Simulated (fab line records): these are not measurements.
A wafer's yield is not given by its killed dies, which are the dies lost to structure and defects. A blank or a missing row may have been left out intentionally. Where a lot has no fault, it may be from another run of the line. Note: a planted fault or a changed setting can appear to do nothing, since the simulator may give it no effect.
What tool caused it? | flow gf180mcu | 13 lots, 39 wafers sampled, at 2 steps of a route of 602

WHAT THE GAUGES SHOWED, per wafer
GF_V1_THK_MEAS_01.
lot  | measured     | on            | V1_CVD_00_THK (nm)
L383 | day 18 12:50 | film-metro-02 | 630 637 628
L384 | day 18 19:23 | film-metro-01 | 619 621 619
L385 | day 19 03:44 | film-metro-01 | 622 639 621
L387 | day 19 22:26 | film-metro-01 | 625 632 635
L388 | day 20 11:21 | film-metro-03 | 621 628 616
L389 | day 20 18:25 | film-metro-03 | 626 629 625
L390 | day 21 03:53 | film-metro-02 | 627 628 620
L391 | day 21 13:48 | film-metro-01 | 625 618 614
L397 | day 23 11:58 | film-metro-02 | 622 612 626
L400 | day 24 12:49 | film-metro-03 | 627 627 629
L401 | day 24 23:43 | film-metro-03 | 627 625 634
L402 | day 25 01:49 | film-metro-01 | 633 636 621
L403 | day 25 06:46 | film-metro-02 | 627 631 634

TOOL THAT RAN EACH LOT (tool first, then ch and the chambers of the sampled wafers, then the start)
lot  | GF_HV_LDD_ETCHBACK_58
L383 | rie-diel-02 ch 0,2,3, day 13 18:13
L384 | rie-diel-03 ch 2,3, day 13 21:10
L385 | rie-diel-01 ch 0,2,3, day 14 06:47
L387 | rie-diel-03 ch 0,1,3, day 14 22:58
L388 | rie-diel-03 ch 1,2, day 15 10:53
L389 | rie-diel-01 ch 1,2,3, day 15 16:29
L390 | rie-diel-03 ch 1,2,3, day 16 00:55
L391 | rie-diel-01 ch 0,1,3, day 16 09:43
L397 | rie-diel-01 ch 0,3, day 18 08:25
L400 | rie-diel-03 ch 0,3, day 19 10:25
L401 | rie-diel-02 ch 2,3, day 19 22:58
L402 | rie-diel-02 ch 2,3, day 20 01:46
L403 | rie-diel-01 ch 1,2, day 20 06:57
- GF_HV_LDD_ETCHBACK_58: etches Si3N4 in CH3F/O2, stops on SiO2, time 100 s, target depth 90 nm.

AS READ BY THE TOOLS THEMSELVES (means over the sampled wafers that have a number; for cases with no such wafer, the mark the record gives instead)
GF_HV_LDD_ETCHBACK_58.
lot  | tool        | chamber-pressure-mTorr (mTorr) | drypump-motor-current-A (A) | oes-product-au (a.u.) | run-length-s (s) | throttle-valve-pct (%)
L383 | rie-diel-02 | 24.990                         | 5.8                         | 0.842                 | 128.5            | 10.557
L384 | rie-diel-03 | 24.986                         | 5.5                         | 0.838                 | 128.9            | 10.554
L385 | rie-diel-01 | 24.989                         | 5.8                         | 0.836                 | 127.7            | 10.562
L387 | rie-diel-03 | 25.001                         | 5.8                         | 0.842                 | 128.0            | 10.562
L388 | rie-diel-03 | 24.992                         | 5.6                         | 0.944                 | 115.2            | 10.586
L389 | rie-diel-01 | 25.000                         | 5.5                         | 0.846                 | 128.3            | 10.568
L390 | rie-diel-03 | 24.999                         | 5.7                         | 0.892                 | 122.0            | 10.573
L391 | rie-diel-01 | 25.013                         | 5.9                         | 0.848                 | 128.3            | 10.564
L397 | rie-diel-01 | 24.999                         | 6.3                         | 0.854                 | 127.8            | 10.559
L400 | rie-diel-03 | 24.995                         | 5.8                         | 0.847                 | 128.2            | 10.560
L401 | rie-diel-02 | 24.999                         | 5.9                         | 0.838                 | 128.6            | 10.557
L402 | rie-diel-02 | 25.002                         | 5.6                         | 0.841                 | 128.4            | 10.564
L403 | rie-diel-01 | 25.004                         | 5.2                         | 0.841                 | 128.5            | 10.561

THE ANSWER, worked out from the rows above alone
Rule: usual is defined by the lots themselves. The widest of any qualifying gaps counts: lots, ordered by their means at a reading, are off when they make up no more than a third of the lots, leave a main group of 4 or more, and stand apart from it by 3 or more times the standard deviation of that group's means. A main group whose means are all the same, to the digits that the tables above print for the reading, isn't used. A lot without any number at a reading at which 4 lots or more have one is off too. All remaining lots with rows at the step are treated as sound. Order of review: gauges by route order, followed by the tools' own readings, for which a lot's mean as printed above is used. At the first step where some lot is off, the reading lying furthest off is the one used; lots without a number count as furthest.
Off: L388, L390 (GF_HV_LDD_ETCHBACK_58, run-length-s). The main group has a mean of 128.3 s with a standard deviation of 0.34.
A tool fits if, at that step or a process step before it, it ran every lot that is off, and no sound lot after the first of them. None of those tried fits.

WHAT WAS PUT IN BY THE SIMULATOR
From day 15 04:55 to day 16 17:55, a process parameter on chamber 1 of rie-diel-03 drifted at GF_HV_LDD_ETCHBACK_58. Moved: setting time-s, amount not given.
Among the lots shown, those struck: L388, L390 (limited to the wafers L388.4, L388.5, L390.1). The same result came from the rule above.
